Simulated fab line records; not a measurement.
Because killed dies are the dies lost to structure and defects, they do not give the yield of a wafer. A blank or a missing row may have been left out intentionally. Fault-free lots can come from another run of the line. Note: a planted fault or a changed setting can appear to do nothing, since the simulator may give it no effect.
Which of the tools did it? | flow sky130 | 30 wafers from 10 lots sampled at 6 of the route's 708 steps

## WHAT EACH GAUGE READ, for each wafer
SKY_VIA2_BOW_MEAS_03.
lot  | measured     | on           | VIA2_BOW (um)
L680 | day 37 07:43 | filmMetro-03 | 78 88 87
L681 | day 37 09:01 | filmMetro-03 | 106 85 92
L683 | day 37 18:40 | filmMetro-03 | 88 89 100
L682 | day 37 19:58 | filmMetro-03 | 93 87 69
L685 | day 38 04:08 | filmMetro-02 | 100 91 106
L684 | day 38 05:31 | filmMetro-02 | 88 83 93
L686 | day 38 12:40 | filmMetro-02 | 82 85 90
L689 | day 39 22:07 | filmMetro-04 | 94 91 90
L690 | day 40 06:51 | filmMetro-04 | 89 85 80
L695 | day 41 07:46 | filmMetro-04 | 86 90 83

SKY_CAPM_RS_MEAS_03: the measuring method here is four-point-probe.
lot  | measured     | on           | CAPM_TIN_RS (ohm/sq)
L680 | day 38 11:16 | filmMetro-02 | 7.01 6.99 6.96
L681 | day 38 13:07 | filmMetro-02 | 6.90 6.90 6.91
L683 | day 38 22:04 | filmMetro-02 | 6.80 6.90 6.90
L682 | day 38 23:11 | filmMetro-02 | 7.00 6.90 6.99
L685 | day 39 07:22 | filmMetro-01 | 6.94 6.82 6.95
L684 | day 39 08:37 | filmMetro-01 | 6.83 6.82 6.88
L686 | day 39 15:16 | filmMetro-02 | 6.98 6.95 6.86
L689 | day 41 01:05 | filmMetro-04 | 6.82 6.71 6.84
L690 | day 41 09:29 | filmMetro-02 | 7.95 6.93 8.05
L695 | day 42 09:31 | filmMetro-04 | 6.87 6.84 7.93

SKY_CAPM_THK_MEAS_04: measures by xrf.
lot  | measured     | on           | CAPM_TIN_THK (nm)
L680 | day 38 11:23 | filmMetro-02 | 200.4 200.6 202.3
L681 | day 38 13:14 | filmMetro-02 | 203.1 204.0 201.9
L683 | day 38 22:10 | filmMetro-02 | 205.8 202.8 203.1
L682 | day 38 23:17 | filmMetro-02 | 200.4 203.5 199.9
L685 | day 39 07:29 | filmMetro-01 | 200.0 202.1 200.2
L684 | day 39 08:44 | filmMetro-01 | 201.9 202.5 200.7
L686 | day 39 15:23 | filmMetro-02 | 202.0 201.6 204.8
L689 | day 41 01:11 | filmMetro-04 | 202.2 206.2 202.8
L690 | day 41 09:36 | filmMetro-02 | 177.8 203.7 175.3
L695 | day 42 09:37 | filmMetro-04 | 201.2 201.3 175.5

## TOOL THAT RAN EACH LOT (tool first, then ch and the chambers of the sampled wafers, then the start)
lot  | SKY_METAL2_DESCUM_17             | SKY_VIA2_STRIP_16                   | SKY_CAPM_SPUTTER_02
L680 | rieMetal-03 ch 0,1, day 37 06:25 | plasmaAsher-02 ch 0,1, day 38 09:37 | pvdSputter-03, day 38 11:09
L681 | rieMetal-01 ch 0,1, day 37 07:43 | plasmaAsher-01 ch 0, day 38 11:29   | pvdSputter-04, day 38 12:59
L683 | rieMetal-03 ch 0,1, day 37 17:20 | plasmaAsher-01 ch 0,1, day 38 20:24 | pvdSputter-04, day 38 21:55
L682 | rieMetal-04 ch 0,1, day 37 18:35 | plasmaAsher-02 ch 0,1, day 38 21:33 | pvdSputter-03, day 38 23:01
L685 | rieMetal-04 ch 0, day 38 02:41   | plasmaAsher-01 ch 0,1, day 39 05:43 | pvdSputter-03, day 39 07:16
L684 | rieMetal-03 ch 0,1, day 38 04:13 | plasmaAsher-01 ch 0,1, day 39 06:55 | pvdSputter-03, day 39 08:30
L686 | rieMetal-01 ch 0,1, day 38 11:23 | plasmaAsher-04 ch 0, day 39 13:37   | pvdSputter-04, day 39 15:08
L689 | rieMetal-01 ch 0,1, day 39 20:50 | plasmaAsher-02 ch 0,1, day 40 23:22 | pvdSputter-01, day 41 00:56
L690 | rieMetal-01 ch 1, day 40 05:31   | plasmaAsher-01 ch 0,1, day 41 07:52 | pvdSputter-03, day 41 09:22
L695 | rieMetal-03 ch 0, day 41 06:17   | plasmaAsher-01 ch 0,1, day 42 07:51 | pvdSputter-03, day 42 09:22
- SKY_METAL2_DESCUM_17: chemistry O2, time 8 s.
- SKY_VIA2_STRIP_16: strips in O2/N2.
- SKY_CAPM_SPUTTER_02: material TiN, target thk 200 nm, time 166.7 s.

## WHAT THE TOOLS THEMSELVES READ (means of the sampled wafers that have a number; where no wafer has one, the mark that the record gives instead)
SKY_METAL2_DESCUM_17.
lot  | tool        | drypumpMotorCurrentA (A) | oesProductAu (a.u.)
L680 | rieMetal-03 | 6.5                      | 0.992
L681 | rieMetal-01 | 5.9                      | 0.995
L683 | rieMetal-03 | 6.5                      | 0.989
L682 | rieMetal-04 | 5.4                      | 0.993
L685 | rieMetal-04 | 5.1                      | 0.987
L684 | rieMetal-03 | 6.5                      | 0.993
L686 | rieMetal-01 | 5.9                      | 0.987
L689 | rieMetal-01 | 5.9                      | 0.994
L690 | rieMetal-01 | 6.3                      | 0.990
L695 | rieMetal-03 | 5.9                      | 0.999

SKY_VIA2_STRIP_16.
lot  | tool           | drypumpMotorCurrentA (A) | oesProductAu (a.u.) | stripTimeToEndpointS (s)
L680 | plasmaAsher-02 | 5.7                      | 0.396               | 4.022
L681 | plasmaAsher-01 | 4.7                      | 0.396               | 4.095
L683 | plasmaAsher-01 | 5.8                      | 0.398               | 4.068
L682 | plasmaAsher-02 | 5.7                      | 0.401               | 4.081
L685 | plasmaAsher-01 | 5.7                      | 0.403               | 4.079
L684 | plasmaAsher-01 | 5.8                      | 0.401               | 4.069
L686 | plasmaAsher-04 | 6.6                      | 0.399               | 4.061
L689 | plasmaAsher-02 | 5.7                      | 0.394               | 4.034
L690 | plasmaAsher-01 | 5.7                      | 0.402               | 4.084
L695 | plasmaAsher-01 | 5.2                      | 0.392               | 4.046

SKY_CAPM_SPUTTER_02.
lot  | tool          | chamberPressurePa (Pa) | throttleValvePct (%)
L680 | pvdSputter-03 | 0.4003                 | 30.3
L681 | pvdSputter-04 | 0.4006                 | 30.0
L683 | pvdSputter-04 | 0.4004                 | 29.6
L682 | pvdSputter-03 | 0.4011                 | 30.3
L685 | pvdSputter-03 | 0.3995                 | 29.4
L684 | pvdSputter-03 | 0.3999                 | 29.4
L686 | pvdSputter-04 | 0.3998                 | 29.8
L689 | pvdSputter-01 | 0.4001                 | 30.1
L690 | pvdSputter-03 | 0.3991                 | 28.8
L695 | pvdSputter-03 | 0.3997                 | 30.3

## THE ANSWER, worked out from the rows above alone
Rule: what is usual is taken from the lots themselves. Put in order of their means at a reading, lots are off if they are a third of the lots or fewer, leave a main group of 4 or more, and stand apart from it by a gap of 3 or more times the standard deviation of the main group's means; of several such gaps the widest counts. Not used: any main group whose means are identical at the precision the tables above print for the reading. Also off: a lot with no number at a reading for which 4 or more lots have one. Where the step has rows for the other lots, those lots are counted as sound. Order of review: gauges by route order, followed by the tools' own readings, for which a lot's mean as printed above is used. At the first step where some lot is off, the reading lying furthest off is the one used; lots without a number count as furthest.
Off: at SKY_CAPM_RS_MEAS_03 (CAPM_TIN_RS), L690, L695. The main group: mean 6.90 ohm/sq, standard deviation 0.06.
A tool fits if, at a process step before that reading, it ran every lot that is off, and no sound lot after the first of them. Those tools and the gauges at SKY_CAPM_RS_MEAS_03 are tried in the same way. This does not decide it: 2 tools fit, namely plasmaAsher-01 at SKY_VIA2_STRIP_16 and pvdSputter-03 at SKY_CAPM_SPUTTER_02.

## WHAT THE SIMULATOR HAD INSERTED
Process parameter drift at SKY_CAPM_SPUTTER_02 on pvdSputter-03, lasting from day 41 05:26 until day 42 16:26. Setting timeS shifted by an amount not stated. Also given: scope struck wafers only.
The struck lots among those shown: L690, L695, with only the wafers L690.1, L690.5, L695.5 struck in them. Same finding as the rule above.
